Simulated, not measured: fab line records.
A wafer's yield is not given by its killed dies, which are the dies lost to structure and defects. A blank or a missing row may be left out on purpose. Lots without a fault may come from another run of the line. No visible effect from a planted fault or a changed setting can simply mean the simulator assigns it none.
A lot that was struck, set against a sound lot | flow sky130 | 23 out of 708 route steps
Sound: wafers L615.3, L615.4, L615.6. Struck: wafers L626.1, L626.6. (L626.5 of the same lot was not struck and is left out.) The cause comes at the end.
Each step with rows lists, per side, the tool, then ch with its chambers, then its first start. Under that, the readings that differ: sound wafers | struck wafers | difference of the means | sigmas: that difference in standard deviations of wafers without a fault.
alike: words and numbers the same on both sides, and readings whose means are apart by under 2 such deviations; not compared: readings that were withheld, readings missing a value for some wafer, numbers with overlapping values and no deviation given by the record, and bounds like >300 which may hide the same value.
A row with sigmas, a row that says differs or no value, or rows on one side alone: a step with any of these is where the two part. Numbers that don't overlap but have no deviation are shown without sigmas and don't part them. A reading missing from all wafers of one side parts the sides only when that side holds two or more wafers.

SKY_METAL1_ETCH_18: etches BARC in N2/H2, stops on SiO2, time 45.9 s, target depth 60 nm.
  sound on rie-metal-01 ch 0,1, day 34 02:50; struck on rie-metal-04 ch 1, day 37 19:26
  alike: drypump-motor-current-A, h2-flow-sccm, oes-product-au, throttle-valve-pct
  not compared: rf-hours-counter-h
SKY_METAL1_METAL_ETCH_19: etches the open film in Cl2/BCl3, stops on SiO2, target depth 360 nm, time 78 s.
  sound on rie-metal-01 ch 0,1, day 34 02:55; struck on rie-metal-04 ch 1, day 37 19:34
  alike: drypump-motor-current-A, oes-product-au, throttle-valve-pct
  not compared: rf-hours-counter-h
SKY_METAL1_STRIP_20: strips in O2/N2.
  sound on plasma-asher-04 ch 0,1, day 34 03:01; struck on plasma-asher-02 ch 0, day 37 19:44
  alike: drypump-motor-current-A, oes-product-au, strip-time-to-endpoint-s
  not compared: rf-hours-counter-h
then, 4 steps without rows for these wafers: SKY_METAL1_STRIP_21 (strips in post etch residue remover, time 1200 s); SKY_METAL1_CLEAN_22 (cleans in IPA, time 180 s); SKY_METAL1_CLEAN_23 (cleans in O3/DIW); SKY_VIA1_HDPCVD_00 (deposits SiO2, target thk 1030 nm, time 171.7 s).
SKY_VIA1_THK_MEAS_01:
  sound: film-metro-02 at day 34 03:43; struck: film-metro-01 at day 37 20:27
  alike: VIA1_HDPCVD_THK
SKY_VIA1_CMP_02: polishes SiO2.
  sound on cmp-01 ch 2,3, day 34 03:48; struck on cmp-01 ch 0,1, day 37 20:34
  alike: motor-current-A, platen-rpm, retaining-ring-pressure-frac
SKY_VIA1_BOW_MEAS_03:
  sound: film-metro-02 at day 34 04:07; struck: film-metro-04 at day 37 20:52
  alike: VIA1_BOW
then, 2 steps without rows for these wafers: SKY_VIA1_DEHYDRATE_04 (time 60 s); SKY_VIA1_HMDS_05 (prime time 60 s).
SKY_VIA1_COAT_06: resist thk 60 nm.
  sound on litho-track-03 ch 0, day 34 16:38; struck on litho-track-03 ch 0, day 38 09:41
  alike: dispense-pressure-kPa
then, 5 steps without rows for these wafers: SKY_VIA1_COAT_07 (resist thk 450 nm); SKY_VIA1_SOFTBAKE_08 (time 90 s); SKY_VIA1_EXPOSE_09 (exposes mask VIM, target cd 150 nm); SKY_VIA1_PEB_10; SKY_VIA1_DEVELOP_11 (develop time 60 s).
SKY_VIA1_CD_MEAS_12 targets a cd of 150 nm.
  sound: cd-sem-02 at day 35 06:13; struck: cd-sem-02 at day 38 22:13
  alike: cd-nm
SKY_VIA1_OVL_MEAS_13:
  sound: overlay-02 at day 35 06:18; struck: overlay-02 at day 38 22:20
  alike: VIA1_OVL
SKY_VIA1_ETCH_14: etches BARC in N2/H2, stops on SiO2, time 45.9 s, target depth 60 nm.
  sound on rie-diel-01 ch 0,1,2, day 35 06:20; struck on rie-diel-03 ch 0,1, day 38 22:22
  reading                  | sound             | struck      | difference | sigmas
  oes-product-au (a.u.)    | 0.854 0.850 0.854 | 0.832 0.832 | -0.021     | -5
  model.etch.depth-nm (nm) | 59.85 59.92 60.03 | 56.94 57.04 | -2.94      |
  alike: drypump-motor-current-A, h2-flow-sccm, throttle-valve-pct
  not compared: rf-hours-counter-h
SKY_VIA1_ETCH_15: etches SiO2 in C4F8/O2/Ar, stops on TiN, target depth 351 nm, time 54 s.
  sound on rie-diel-01 ch 0,1,2, day 35 06:22; struck on rie-diel-03 ch 0,1, day 38 22:25
  alike: oes-product-au
  not compared: rf-hours-counter-h
then, 1 step without rows for these wafers: SKY_PAD_OPEN_PROBE_99.

== WHERE THEY PART ==
Only at SKY_VIA1_ETCH_14, as far as this record shows. Later steps at which nothing parts them and some readings are alike: SKY_VIA1_ETCH_15.

WHY: what had been put in by the simulator
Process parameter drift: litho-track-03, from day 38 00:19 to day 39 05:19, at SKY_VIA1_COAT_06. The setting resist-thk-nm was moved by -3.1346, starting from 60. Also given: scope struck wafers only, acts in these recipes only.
